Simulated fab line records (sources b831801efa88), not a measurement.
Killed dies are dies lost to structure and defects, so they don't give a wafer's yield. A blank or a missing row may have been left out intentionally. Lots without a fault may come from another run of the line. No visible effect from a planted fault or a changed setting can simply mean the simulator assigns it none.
A struck lot beside a sound one    flow sky130    15 out of 708 route steps
Sound: these wafers, L205.1, L205.3, L205.6. Struck: wafer L209.5; the same lot's L209.6 was not struck, so it is left out; see the end for the cause.
Each step with rows lists, per side, the tool, then ch with its chambers, then its first start. Under that, the readings that differ: sound wafers    struck wafers    difference of the means    sigmas: that difference in standard deviations of wafers without a fault.
alike: readings with means less than 2 such deviations apart, plus words and numbers identical on both sides. not compared: withheld readings, readings lacking a value on some wafer, bounds such as >300 that could conceal the same value, and numbers that have no deviation in the record and whose values overlap.
The two part at a step that has a row with sigmas, a row that says differs or no value, or rows on one side only. When numbers do not overlap yet have no deviation, they are printed without sigmas and do not part them. Lack of a reading on every wafer of one side parts them only where that side has two or more wafers.

SKY_VIA4_STRIP_13: strips in O2/N2.
  sound on plasma_asher-01 ch 0,1, day 45 00:01; struck on plasma_asher-01 ch 1, day 45 11:46
  alike: drypump_motor_current_A, oes_product_au, strip_time_to_endpoint_s
  not compared: rf_hours_counter_h
then, 4 steps without rows for these wafers: SKY_VIA4_STRIP_14 (strips in post etch residue remover, time 1200 s); SKY_VIA4_CLEAN_15 (cleans in IPA, time 180 s); SKY_VIA4_CLEAN_16 (cleans in O3/DIW); SKY_VIA4_SPUTTER_17 (material TiN, target thk 20 nm, time 80 s).
SKY_VIA4_CVD_18: deposits W, target thk 505 nm, time 152.14 s.
  sound on cvd_w-02 ch 0,1, day 45 00:40; struck on cvd_w-01 ch 1, day 45 12:34
  alike: heater_power_w, susceptor_temp_C
SKY_VIA4_RS_MEAS_19: uses a four-point probe to measure.
  sound: film_metro-01 at day 45 00:49; struck: film_metro-04 at day 45 12:41
  alike: VIA4_W_RS
SKY_VIA4_THK_MEAS_20: measures by xrf.
  sound: film_metro-01 at day 45 00:56; struck: film_metro-04 at day 45 12:46
  alike: VIA4_W_THK
then, 1 step without rows for these wafers: SKY_VIA4_CMP_21 (polishes, stops on SiO2, t overpolish 25 s, target thk 0 nm).
SKY_METAL5_SPUTTER_00: material Ti, target thk 15 nm, time 10 s.
  sound: pvd_sputter-04 at day 45 01:17; struck: pvd_sputter-02 at day 45 13:06
  alike: throttle_valve_pct
SKY_METAL5_SPUTTER_01: material TiN, target thk 20 nm, time 16.7 s.
  sound: pvd_sputter-04 at day 45 01:19; struck: pvd_sputter-02 at day 45 13:08
  alike: throttle_valve_pct
SKY_METAL5_SPUTTER_02: material AlCu, target thk 1150 nm, time 61.2 s.
  sound: pvd_sputter-04 at day 45 01:20; struck: pvd_sputter-02 at day 45 13:10
  alike: throttle_valve_pct
SKY_METAL5_SPUTTER_03: material Ti, target thk 5 nm, time 3.3 s.
  sound: pvd_sputter-04 at day 45 01:23; struck: pvd_sputter-02 at day 45 13:12
reading                                    sound            struck  difference  sigmas
model.Ti_of_METAL5_SPUTTER_03.thk_nm (nm)  5.041 4.96 5.09  8.607   +3.577      
  alike: throttle_valve_pct
then, 2 steps without rows for these wafers: SKY_METAL5_SPUTTER_04 (material TiN, target thk 70 nm, time 58.3 s); SKY_PAD_OPEN_PROBE_99.

## WHERE THEY PART
Nowhere in this record.

WHY: what had been put in by the simulator
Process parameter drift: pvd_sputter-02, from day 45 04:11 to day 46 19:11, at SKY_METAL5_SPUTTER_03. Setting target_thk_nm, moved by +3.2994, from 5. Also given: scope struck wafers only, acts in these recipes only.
